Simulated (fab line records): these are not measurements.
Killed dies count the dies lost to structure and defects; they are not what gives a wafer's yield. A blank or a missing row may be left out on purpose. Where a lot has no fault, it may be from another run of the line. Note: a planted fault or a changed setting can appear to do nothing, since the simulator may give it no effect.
Split-lot experiment :: flow sfq line :: 23 wafers read across 5 lots, on a route 325 steps long

THE SPLIT
At SFQ_TRILAYER_M8_DEP_EVAP_198 (material Pt, target thk 50 nm, time 250 s), the setting time s was moved away from the recipe's 250 s on 7 of the 23 wafers read, by -12.6% to +11.6%. This setting was run at the recipe's value on the other wafers.

The split's own step is where the reading is taken.

THE READING
Pt_of_TRILAYER_M8_DEP_EVAP_198.thk nm (the simulator's own value, which no gauge read), in nm, at SFQ_TRILAYER_M8_DEP_EVAP_198 (material Pt, target thk 50 nm, time 250 s). There is no usual value for it anywhere in the file. Across the 16 wafers here that went through the recipe, the average is 50.32 nm and the standard deviation 0.6 nm.

wafer: L074.2
tool, chamber at the split: pvd sputter-02, -
time s as run, s: 250
against the recipe: recipe
Pt_of_TRILAYER_M8_DEP_EVAP_198.thk nm, nm: 49.96
against lot-mates on the recipe: -

wafer: L074.3
tool, chamber at the split: pvd sputter-02, -
time s as run, s: 250
against the recipe: recipe
Pt_of_TRILAYER_M8_DEP_EVAP_198.thk nm, nm: 49.14
against lot-mates on the recipe: -

wafer: L074.4
tool, chamber at the split: pvd sputter-02, -
time s as run, s: 266.9
against the recipe: +6.8%
Pt_of_TRILAYER_M8_DEP_EVAP_198.thk nm, nm: 52.75
against lot-mates on the recipe: +3.37

wafer: L074.5
tool, chamber at the split: pvd sputter-02, -
time s as run, s: 250
against the recipe: recipe
Pt_of_TRILAYER_M8_DEP_EVAP_198.thk nm, nm: 49.04
against lot-mates on the recipe: -

wafer: L074.6
tool, chamber at the split: pvd sputter-02, -
time s as run, s: 266.9
against the recipe: +6.8%
Pt_of_TRILAYER_M8_DEP_EVAP_198.thk nm, nm: 53.04
against lot-mates on the recipe: +3.66

wafer: L075.1
tool, chamber at the split: pvd sputter-01, -
time s as run, s: 218.5
against the recipe: -12.6%
Pt_of_TRILAYER_M8_DEP_EVAP_198.thk nm, nm: 43.84
against lot-mates on the recipe: -6.27

wafer: L075.3
tool, chamber at the split: pvd sputter-01, -
time s as run, s: 218.5
against the recipe: -12.6%
Pt_of_TRILAYER_M8_DEP_EVAP_198.thk nm, nm: 43.71
against lot-mates on the recipe: -6.40

wafer: L075.4
tool, chamber at the split: pvd sputter-01, -
time s as run, s: 250
against the recipe: recipe
Pt_of_TRILAYER_M8_DEP_EVAP_198.thk nm, nm: 50.08
against lot-mates on the recipe: -

wafer: L075.5
tool, chamber at the split: pvd sputter-01, -
time s as run, s: 250
against the recipe: recipe
Pt_of_TRILAYER_M8_DEP_EVAP_198.thk nm, nm: 50.15
against lot-mates on the recipe: -

wafer: L075.6
tool, chamber at the split: pvd sputter-01, -
time s as run, s: 218.5
against the recipe: -12.6%
Pt_of_TRILAYER_M8_DEP_EVAP_198.thk nm, nm: 43.73
against lot-mates on the recipe: -6.38

wafer: L078.1
tool, chamber at the split: pvd sputter-02, -
time s as run, s: 250
against the recipe: recipe
Pt_of_TRILAYER_M8_DEP_EVAP_198.thk nm, nm: 50.04
against lot-mates on the recipe: -

wafer: L078.2
tool, chamber at the split: pvd sputter-02, -
time s as run, s: 250
against the recipe: recipe
Pt_of_TRILAYER_M8_DEP_EVAP_198.thk nm, nm: 50.65
against lot-mates on the recipe: -

wafer: L078.6
tool, chamber at the split: pvd sputter-02, -
time s as run, s: 250
against the recipe: recipe
Pt_of_TRILAYER_M8_DEP_EVAP_198.thk nm, nm: 50.59
against lot-mates on the recipe: -

wafer: L080.1
tool, chamber at the split: pvd sputter-02, -
time s as run, s: 250
against the recipe: recipe
Pt_of_TRILAYER_M8_DEP_EVAP_198.thk nm, nm: 50.71
against lot-mates on the recipe: -

wafer: L080.2
tool, chamber at the split: pvd sputter-02, -
time s as run, s: 250
against the recipe: recipe
Pt_of_TRILAYER_M8_DEP_EVAP_198.thk nm, nm: 51.24
against lot-mates on the recipe: -

wafer: L080.4
tool, chamber at the split: pvd sputter-02, -
time s as run, s: 250
against the recipe: recipe
Pt_of_TRILAYER_M8_DEP_EVAP_198.thk nm, nm: 50.4
against lot-mates on the recipe: -

wafer: L080.5
tool, chamber at the split: pvd sputter-02, -
time s as run, s: 250
against the recipe: recipe
Pt_of_TRILAYER_M8_DEP_EVAP_198.thk nm, nm: 51.06
against lot-mates on the recipe: -

wafer: L080.6
tool, chamber at the split: pvd sputter-02, -
time s as run, s: 250
against the recipe: recipe
Pt_of_TRILAYER_M8_DEP_EVAP_198.thk nm, nm: 50.47
against lot-mates on the recipe: -

wafer: L084.1
tool, chamber at the split: pvd sputter-02, -
time s as run, s: 278.9
against the recipe: +11.6%
Pt_of_TRILAYER_M8_DEP_EVAP_198.thk nm, nm: 56.28
against lot-mates on the recipe: +5.74

wafer: L084.3
tool, chamber at the split: pvd sputter-02, -
time s as run, s: 250
against the recipe: recipe
Pt_of_TRILAYER_M8_DEP_EVAP_198.thk nm, nm: 51.08
against lot-mates on the recipe: -

wafer: L084.4
tool, chamber at the split: pvd sputter-02, -
time s as run, s: 250
against the recipe: recipe
Pt_of_TRILAYER_M8_DEP_EVAP_198.thk nm, nm: 50.32
against lot-mates on the recipe: -

wafer: L084.5
tool, chamber at the split: pvd sputter-02, -
time s as run, s: 250
against the recipe: recipe
Pt_of_TRILAYER_M8_DEP_EVAP_198.thk nm, nm: 50.22
against lot-mates on the recipe: -

wafer: L084.6
tool, chamber at the split: pvd sputter-02, -
time s as run, s: 278.9
against the recipe: +11.6%
Pt_of_TRILAYER_M8_DEP_EVAP_198.thk nm, nm: 56.37
against lot-mates on the recipe: +5.83

THE FIT
A straight line over all 23 wafers: Pt_of_TRILAYER_M8_DEP_EVAP_198.thk nm changes by +0.505 nm for each +1% of time s; r = +0.98; the points scatter about the line by 0.58 nm.
The same after taking each lot's own level away (the mean of its wafers on the recipe; 23 wafers): +0.505 nm for each +1%; r = +1.00; scatter 0.29 nm.
According to that fit, moving time s by its largest amount changes the reading by 6.4 nm.
Measured against the standard deviation above, the lots' own levels, which go from 49.380 to 50.776 nm, span 2.3 times it.
Hence the lot-to-lot level has little effect on the slope; both slopes agree.
Check: with one of the wafers moved furthest among these (-12.6%) left out of the fit, the line predicts -6.38 nm for it against its lot-mates. It came out at -6.27 nm against them.

THE OTHER SPLITS THESE WAFERS WENT THROUGH
Note: prior to the reading, these wafers also went through further splits. Each is held against what the fit with the lots' levels taken away leaves over:
other split on the same wafers: SFQ_TRILAYER_C5_LITHO_PEB_154 peb time s
wafers away from the commonest value: 11
r with Pt_of_TRILAYER_M8_DEP_EVAP_198.thk nm (lot level and that fit taken away): -0.03

other split on the same wafers: SFQ_TRILAYER_M6_LITHO_COAT_164 resist thk nm
wafers away from the commonest value: 9
r with Pt_of_TRILAYER_M8_DEP_EVAP_198.thk nm (lot level and that fit taken away): -0.22

other split on the same wafers: SFQ_TRILAYER_I6_CMP_CMP_166 leave above ref nm
wafers away from the commonest value: 10
r with Pt_of_TRILAYER_M8_DEP_EVAP_198.thk nm (lot level and that fit taken away): -0.02

other split on the same wafers: SFQ_TRILAYER_I6_VIA_LITHO_EXPOSE_170 dose mj
wafers away from the commonest value: 7
r with Pt_of_TRILAYER_M8_DEP_EVAP_198.thk nm (lot level and that fit taken away): +0.16

other split on the same wafers: SFQ_TRILAYER_M7_LITHO_COAT_182 resist thk nm
wafers away from the commonest value: 7
r with Pt_of_TRILAYER_M8_DEP_EVAP_198.thk nm (lot level and that fit taken away): +0.35

other split on the same wafers: SFQ_TRILAYER_I7_VIA_LITHO_COAT_192 spin rpm
wafers away from the commonest value: 6
r with Pt_of_TRILAYER_M8_DEP_EVAP_198.thk nm (lot level and that fit taken away): -0.12

other split on the same wafers: SFQ_TRILAYER_I7_VIA_LITHO_PEB_190 peb temp c
wafers away from the commonest value: 11
r with Pt_of_TRILAYER_M8_DEP_EVAP_198.thk nm (lot level and that fit taken away): +0.20

other split on the same wafers: SFQ_TRILAYER_I7_VIA_BARC_OPEN_VIA_ETCH_260 source w
wafers away from the commonest value: 6
r with Pt_of_TRILAYER_M8_DEP_EVAP_198.thk nm (lot level and that fit taken away): +0.06

FILE'S OWN FIT
Pt_of_TRILAYER_M8_DEP_EVAP_198.thk nm changes by +0.505 nm for each +1% of time s, r = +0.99.
